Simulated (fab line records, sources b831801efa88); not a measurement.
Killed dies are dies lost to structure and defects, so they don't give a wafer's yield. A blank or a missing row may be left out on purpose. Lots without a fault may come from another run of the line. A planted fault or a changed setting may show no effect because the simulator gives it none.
One fault seen from 2 desks | flow gf180mcu | each desk has only its own numbers; what lay behind them comes last

THE TOOL OWNER'S DESK: hdpcvd-02
The tool's own readings at GF_CONTACT_CVD_00 (deposits SiO2, target thk 300 nm, time 50 s): means of the sampled wafers that have a number, for each lot that ran on this tool. A lot is out of limits, marked OUT, if its mean lies more than 4 standard deviations from the usual mean; the brackets give that distance.
Columns: A = sih4_flow_sccm at GF_CONTACT_CVD_00, usual 60.01 sccm
lot  | first seen here | A
L546 | day 15 19:25    | 59.98
L549 | day 17 10:35    | 59.77
L551 | day 17 20:30    | 40.09 (-99 or more) OUT
L553 | day 18 07:49    | 40.12 (-99 or more) OUT
L554 | day 18 13:04    | 50.01 (-59) OUT
L564 | day 22 07:25    | 60.10
L565 | day 22 13:53    | 60.04
L566 | day 22 21:10    | 60.00
This desk's finding: out of limits on L551, L553, L554; first on L551, day 17 20:30 (sih4_flow_sccm at GF_CONTACT_CVD_00). In limits: L546, L549, L564, L565, L566.

THE METROLOGY DESK
What the gauges read, lot by lot, whatever tool the lot ran on: means of the sampled wafers that have a number. A lot is out of limits, marked OUT, if its mean lies more than 4 standard deviations from the usual mean; the brackets give that distance.
Columns: A = NSD_TW at GF_NSD_TW_MEAS_12, usual 4262; B = CONTACT_CVD_00_THK at GF_CONTACT_THK_MEAS_01, usual 299 nm; C = CONTACT_OVL at GF_CONTACT_OVL_MEAS_15, usual -7 nm
lot  | first seen here | A    | B             | C
L544 | day 13 04:28    | 4338 | 302           | -2
L545 | day 13 18:10    | 4311 | 298           | -6
L546 | day 14 00:25    | 4189 | 297           | -9
L549 | day 15 11:49    | 4310 | 301           | -4
L551 | day 15 22:46    | 4194 | 197 (-33) OUT | -11
L552 | day 16 05:02    | 4166 | 302           | -16
L553 | day 16 08:52    | 4315 | 202 (-31) OUT | -5
L554 | day 16 13:36    | 4341 | 247 (-17) OUT | -15
L559 | day 18 10:34    | 4327 | 298           | -7
L564 | day 20 06:30    | 4304 | 293           | 1
L565 | day 20 12:58    | 4187 | 296           | -2
L566 | day 20 20:17    | 4181 | 297           | -9
L567 | day 21 07:39    | 4283 | 300           | -6
This desk's finding: out of limits on L551, L553, L554; first on L551, day 17 20:34 (CONTACT_CVD_00_THK at GF_CONTACT_THK_MEAS_01). In limits: L544, L545, L546, L549, L552, L559, L564, L565, L566, L567.

PUT TOGETHER
The tool owner's desk could have raised an alarm at day 17 20:30, on L551, L553, L554.
The metrology desk could have raised an alarm at day 17 20:34, on L551, L553, L554.
Of the lots named, all ran GF_CONTACT_CVD_00 on hdpcvd-02.

WHAT THE SIMULATOR HAD PUT IN
Process parameter drift: hdpcvd-02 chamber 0, from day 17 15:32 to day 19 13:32, at GF_CONTACT_CVD_00. Setting sih4_flow_sccm, moved by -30, from 60. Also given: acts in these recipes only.
Lots struck among those shown: L551, L553, L554.
Hours from the fault's start to each desk's first reading out of limits: the tool owner's desk, 5; the metrology desk, 5.
